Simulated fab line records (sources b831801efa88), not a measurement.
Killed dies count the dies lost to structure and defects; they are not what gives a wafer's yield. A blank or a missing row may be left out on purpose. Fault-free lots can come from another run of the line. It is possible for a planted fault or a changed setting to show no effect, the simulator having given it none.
Matching of chambers / flow sky130 / SKY_CAPM_CVD_00 on pecvd-04: 3 sister chambers
The step deposits SiO2, target thk 15.5 nm. 6 wafers are shown with their chamber, then 8 later ones without.

WAFERS WITH THEIR CHAMBER
wafer=L076.6; chamber=0; heater power w (W)=695
wafer=L084.4; chamber=1; heater power w (W)=662
wafer=L086.2; chamber=2; heater power w (W)=685
wafer=L086.3; chamber=1; heater power w (W)=663
wafer=L086.5; chamber=2; heater power w (W)=696
wafer=L088.2; chamber=0; heater power w (W)=607

WAFERS WITH NO CHAMBER GIVEN
wafer=L088.4; heater power w (W)=600
wafer=L088.5; heater power w (W)=632
wafer=L091.2; heater power w (W)=674
wafer=L091.3; heater power w (W)=657
wafer=L091.5; heater power w (W)=689
wafer=L097.2; heater power w (W)=575
wafer=L097.4; heater power w (W)=615
wafer=L097.6; heater power w (W)=577

WHICH CHAMBER EACH ONE RAN IN
wafer=L088.4; from the rows above=can't be placed: 0 or 1 or 2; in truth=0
wafer=L088.5; from the rows above=can't be placed: 0 or 1 or 2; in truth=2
wafer=L091.2; from the rows above=can't be placed: 1 or 2 or 0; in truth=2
wafer=L091.3; from the rows above=can't be placed: 1 or 0 or 2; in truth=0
wafer=L091.5; from the rows above=can't be placed: 2 or 1 or 0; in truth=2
wafer=L097.2; from the rows above=can't be placed: 0 or 1 or 2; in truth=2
wafer=L097.4; from the rows above=can't be placed: 0 or 1 or 2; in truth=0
wafer=L097.6; from the rows above=can't be placed: 0 or 1 or 2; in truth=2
Correct placement for 0 of the 8. Can't be placed from these rows: 8 (the true chamber is among the candidates in 8). 0 placed wrongly.
How it was worked out, from the rows above alone: a wafer's distance from a chamber is the root of the sum, over the readings, of the square of ((its reading less the chamber's mean) divided by the reading's scatter). If the next closest chamber is less than 2 further off than the closest, the wafer can't be placed; otherwise it belongs to the closest. Each chamber's mean is taken over the wafers shown for it. How the scatter is found: for the shown wafers, subtract from each reading the mean of its chamber, square and add these, divide the total by (wafers less chambers), then take the root.
